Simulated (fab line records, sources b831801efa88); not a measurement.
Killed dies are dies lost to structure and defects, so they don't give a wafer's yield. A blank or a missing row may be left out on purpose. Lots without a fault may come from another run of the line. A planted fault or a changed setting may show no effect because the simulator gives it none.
One fault seen from 2 desks | flow sky130 | each desk has only its own numbers; what lay behind them comes last

THE TOOL OWNER'S DESK: implanter-01
The tool's own readings at SKY_SD_N_IMPLANT_09: means of the sampled wafers that have a number, for each lot that ran on this tool. A lot is out of limits, marked OUT, if its mean lies more than 4 standard deviations from the usual mean; the brackets give that distance.
Columns: A = beam_energy_keV at SKY_SD_N_IMPLANT_09, usual 49.997; B = end_station_pressure_torr at SKY_SD_N_IMPLANT_09, usual 1.32e-05 Torr
lot  | first seen here | A                        | B
L577 | day 28 17:11    | 49.995                   | 1.18e-05
L578 | day 29 03:44    | 50.002                   | 1.25e-05
L582 | day 30 13:55    | 45.567 (-99 or more) OUT | 1.22e-05
L580 | day 30 15:53    | 45.574 (-99 or more) OUT | 1.33e-05
L591 | day 33 14:10    | 49.997                   | 1.22e-05
L595 | day 34 10:52    | 50.001                   | 1.27e-05
This desk's finding: out of limits on L580, L582; first on L582, day 30 13:55 (beam_energy_keV at SKY_SD_N_IMPLANT_09). In limits: L577, L578, L591, L595.

THE METROLOGY DESK
What the gauges read, lot by lot, whatever tool the lot ran on: means of the sampled wafers that have a number. A lot is out of limits, marked OUT, if its mean lies more than 4 standard deviations from the usual mean; the brackets give that distance.
Columns: A = RES_XHIGH_TW at SKY_RES_XHIGH_TW_MEAS_09, usual 1656; B = SD_N_OVL at SKY_SD_N_OVL_MEAS_08, usual -0.8 nm; C = SD_N_TW at SKY_SD_N_TW_MEAS_12, usual 4028; D = SD_N_RS at SKY_SD_N_RS_MEAS_16, usual 68.50 ohm/sq; E = SD_P_RS at SKY_SD_N_RS_MEAS_17, usual 147.0 ohm/sq
lot  | first seen here | A    | B    | C    | D               | E
L574 | day 26 02:48    | 1672 | -1.1 | 4032 | 68.43           | 147.0
L577 | day 27 11:02    | 1667 | -1.4 | 4003 | 68.55           | 146.7
L578 | day 27 22:22    | 1655 | -0.1 | 3985 | 68.61           | 147.4
L582 | day 29 11:02    | 1664 | -2.2 | 3941 | 71.78 (+30) OUT | 147.2
L580 | day 29 12:55    | 1668 | -0.2 | 3931 | 71.72 (+29) OUT | 146.8
L589 | day 31 18:19    | 1648 | -1.8 | 4043 | 68.46           | 147.1
L591 | day 32 11:23    | 1667 | -1.1 | 3984 | 68.47           | 146.9
L593 | day 32 21:47    | 1660 | -0.0 | 4046 | 68.56           | 147.0
L594 | day 33 03:38    | 1631 | -0.6 | 4039 | 68.56           | 147.1
L595 | day 33 08:28    | 1665 | -0.9 | 4020 | 68.54           | 146.9
L597 | day 35 05:55    | 1660 | 0.8  | 4019 | 68.44           | 147.3
This desk's finding: out of limits on L580, L582; first on L582, day 30 14:39 (SD_N_RS at SKY_SD_N_RS_MEAS_16). In limits: L574, L577, L578, L589, L591, L593, L594, L595, L597.

PUT TOGETHER
The tool owner's desk could have raised an alarm at day 30 13:55, on L580, L582.
The metrology desk could have raised an alarm at day 30 14:39, on L580, L582.
Of the lots named, all ran SKY_SD_N_IMPLANT_09 on implanter-01.

WHAT THE SIMULATOR HAD PUT IN
Process parameter drift: implanter-01, from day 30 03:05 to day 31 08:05, at SKY_SD_N_IMPLANT_09. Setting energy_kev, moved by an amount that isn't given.
Lots struck among those shown: L580, L582.
Hours from the fault's start to each desk's first reading out of limits: the tool owner's desk, 11; the metrology desk, 12.
